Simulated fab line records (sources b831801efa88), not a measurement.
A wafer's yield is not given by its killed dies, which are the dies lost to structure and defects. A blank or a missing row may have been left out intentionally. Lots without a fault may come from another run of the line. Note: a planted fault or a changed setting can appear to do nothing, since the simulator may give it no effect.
2 desks, one fault    flow gf180mcu    each desk holds nothing but its own numbers, with what lay behind them at the end

AT THE METROLOGY DESK
Means of the sampled wafers that have a number, per lot and without regard to the tool the lot ran on: this is what the gauges read. A lot is out of limits, marked OUT, if its mean lies more than 4 standard deviations from the usual mean; the brackets give that distance.
Columns: A = cd_nm at GF_HV_LDD_CD_MEAS_31, usual 400.6 nm; B = NSD_RS at GF_PSD_RS_MEAS_14, usual 46.08 ohm/sq; C = SAB_CVD_00_THK at GF_SAB_THK_MEAS_01, usual 50.1 nm
lot   first seen here  A      B                 C
L361  day 11 11:43     400.2  46.07             50.3
L362  day 11 23:36     400.3  46.03             49.8
L365  day 12 22:54     399.6  46.50 (+5.5) OUT  50.1
L366  day 13 10:15     401.9  46.53 (+5.9) OUT  50.0
L370  day 14 14:32     400.8  46.08             50.2
L374  day 15 20:44     399.8  46.17             50.2
L375  day 16 16:17     399.1  46.06             50.5
L376  day 17 03:25     400.9  46.02             50.5
L377  day 17 06:41     396.9  45.95             49.7
L378  day 17 13:15     402.8  46.04             49.3
L380  day 18 08:53     397.1  46.10             49.8
L381  day 18 14:52     402.8  46.06             50.7
Per this desk, out of limits: L365, L366; the first was L365, day 15 17:45 (NSD_RS at GF_PSD_RS_MEAS_14). In limits: L361, L362, L370, L374, L375, L376, L377, L378, L380, L381.

FOR THE TOOL OWNER'S DESK: implanter-04
The tool's own readings at GF_NSD_IMPLANT_09: means of the sampled wafers that have a number, for each lot that ran on this tool. A lot is out of limits, marked OUT, if its mean lies more than 4 standard deviations from the usual mean; the brackets give that distance.
Columns: A = dose_ions_cm2 at GF_NSD_IMPLANT_09, usual 3.999e+15
lot   first seen here  A
L361  day 13 06:43     3.995e+15
L365  day 14 19:14     3.996e+15
L366  day 15 07:32     3.999e+15
L376  day 19 07:01     4.001e+15
L378  day 19 17:33     4.001e+15
L380  day 20 12:59     4.002e+15
L381  day 20 19:35     3.992e+15
This desk found nothing out of limits on any of the 7 lots.

BROUGHT TOGETHER
The metrology desk could have raised an alarm at day 15 17:45, on L365, L366.
The desk of the tool owner found nothing out of limits.
On record at the tool owner's desk: L365, L366, within its limits.
All the named lots went through GF_NSD_IMPLANT_09 on implanter-04.

WHAT WAS PUT IN BY THE SIMULATOR
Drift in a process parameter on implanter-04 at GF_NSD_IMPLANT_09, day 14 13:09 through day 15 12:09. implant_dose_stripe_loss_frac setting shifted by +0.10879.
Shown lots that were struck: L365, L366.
Delay in hours, fault start to first out-of-limits reading, per desk: metrology desk 29.
